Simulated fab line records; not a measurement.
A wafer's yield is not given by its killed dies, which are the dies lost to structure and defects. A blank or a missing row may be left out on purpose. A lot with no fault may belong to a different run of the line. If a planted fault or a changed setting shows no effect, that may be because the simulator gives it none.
Shared-tool check | flow gf180mcu | 39 wafers sampled across 13 lots

## WHY THIS WAS OPENED
GF_HV_LDD_TW_MEAS_23, reading HV_LDD_2_TW: flagged on 2 of 13 lots. Fault-free wafers read 1056, with a standard deviation of 5.3.
Rule: a lot gets a flag if all its wafers with a number sit over 4 standard deviations from that mean, or if no wafer of it has a number. The other lots count as sound.

lot  | measured     | on            | HV_LDD_2_TW, wafer by wafer | flag
L189 | day 11 03:53 | film-metro-02 | 1060 1056 1056              |
L190 | day 11 11:01 | film-metro-02 | 1057 1061 1061              |
L191 | day 11 18:04 | film-metro-04 | 1053 1053 1056              |
L192 | day 12 00:31 | film-metro-02 | 1051 1059 1055              |
L194 | day 12 21:44 | film-metro-04 | 1057 1059 1064              |
L195 | day 13 06:52 | film-metro-03 | 1049 1052 1051              |
L198 | day 13 23:38 | film-metro-03 | 1159 1159 1157              | FLAGGED
L201 | day 15 05:07 | film-metro-03 | 1164 1166 1163              | FLAGGED
L206 | day 16 12:11 | film-metro-03 | 1052 1047 1054              |
L207 | day 16 21:16 | film-metro-03 | 1051 1049 1049              |
L209 | day 17 11:28 | film-metro-02 | 1058 1053 1050              |
L210 | day 17 16:11 | film-metro-02 | 1058 1055 1065              |
L211 | day 18 00:38 | film-metro-02 | 1058 1057 1055              |
The mean of the flagged lots' numbers is 1161, +105 from the usual (+20 standard deviations).

## WHICH TOOL RAN EACH LOT
The record holds 1 process step before the reading, out of a route of 602 steps. Each cell gives the tool, then ch followed by the chambers the sampled wafers passed through, then the start.
lot  | flag    | GF_HV_LDD_IMPLANT_21
L189 |         | implanter-04 ch 0, day 11 03:39
L190 |         | implanter-02 ch 0, day 11 10:46
L191 |         | implanter-03 ch 0, day 11 17:50
L192 |         | implanter-02 ch 0, day 12 00:16
L194 |         | implanter-02 ch 0, day 12 21:31
L195 |         | implanter-04 ch 0, day 13 06:37
L198 | FLAGGED | implanter-04 ch 0, day 13 23:24
L201 | FLAGGED | implanter-04 ch 0, day 15 04:52
L206 |         | implanter-02 ch 0, day 16 11:56
L207 |         | implanter-02 ch 0, day 16 21:01
L209 |         | implanter-03 ch 0, day 17 11:13
L210 |         | implanter-02 ch 0, day 17 15:56
L211 |         | implanter-02 ch 0, day 18 00:23
What is done by these steps:
- GF_HV_LDD_IMPLANT_21
- GF_HV_LDD_TW_MEAS_23

## FLAGGED AGAINST TOTAL, ONE TOOL AT A TIME (gauges that did the reading follow at the end)
step                 | tool          | lots run | flagged | share of the flagged lots | sound lots run after its first flagged lot
GF_HV_LDD_IMPLANT_21 | implanter-02  | 7        | 0       | none                      | -
GF_HV_LDD_IMPLANT_21 | implanter-03  | 2        | 0       | none                      | -
GF_HV_LDD_IMPLANT_21 | implanter-04  | 4        | 2       | all                       | 0
GF_HV_LDD_TW_MEAS_23 | film-metro-02 | 6        | 0       | none                      | -
GF_HV_LDD_TW_MEAS_23 | film-metro-03 | 5        | 2       | all                       | 2 (L206,L207)
GF_HV_LDD_TW_MEAS_23 | film-metro-04 | 2        | 0       | none                      | -

## THE TABLE: WHAT IT ALLOWS
2 rows of the table ran every flagged lot: implanter-04 at GF_HV_LDD_IMPLANT_21, film-metro-03 at GF_HV_LDD_TW_MEAS_23.
- implanter-04 at GF_HV_LDD_IMPLANT_21 ran 4 lots, 2 of them flagged. It ran its last sound lot, L195, at day 13 06:37 and its first flagged lot, L198, at day 13 23:24: a fault with its onset between the two fits. Its own readings (beam-energy-keV) fall more than 4 standard deviations out on all wafers of the flagged lots.
- film-metro-03 at GF_HV_LDD_TW_MEAS_23 ran 5 lots, 2 of them flagged. Sound lots ran on it after the first flagged one (L206, L207), which a lasting fault on the whole tool wouldn't allow.
Left over: one tool, implanter-04 at GF_HV_LDD_IMPLANT_21.

## WHAT THE SIMULATOR HAD INSERTED
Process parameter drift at GF_HV_LDD_IMPLANT_21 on implanter-04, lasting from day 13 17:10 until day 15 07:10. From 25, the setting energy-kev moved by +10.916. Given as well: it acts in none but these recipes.
Struck lots among those shown: L198, L201. The rule above found the same.
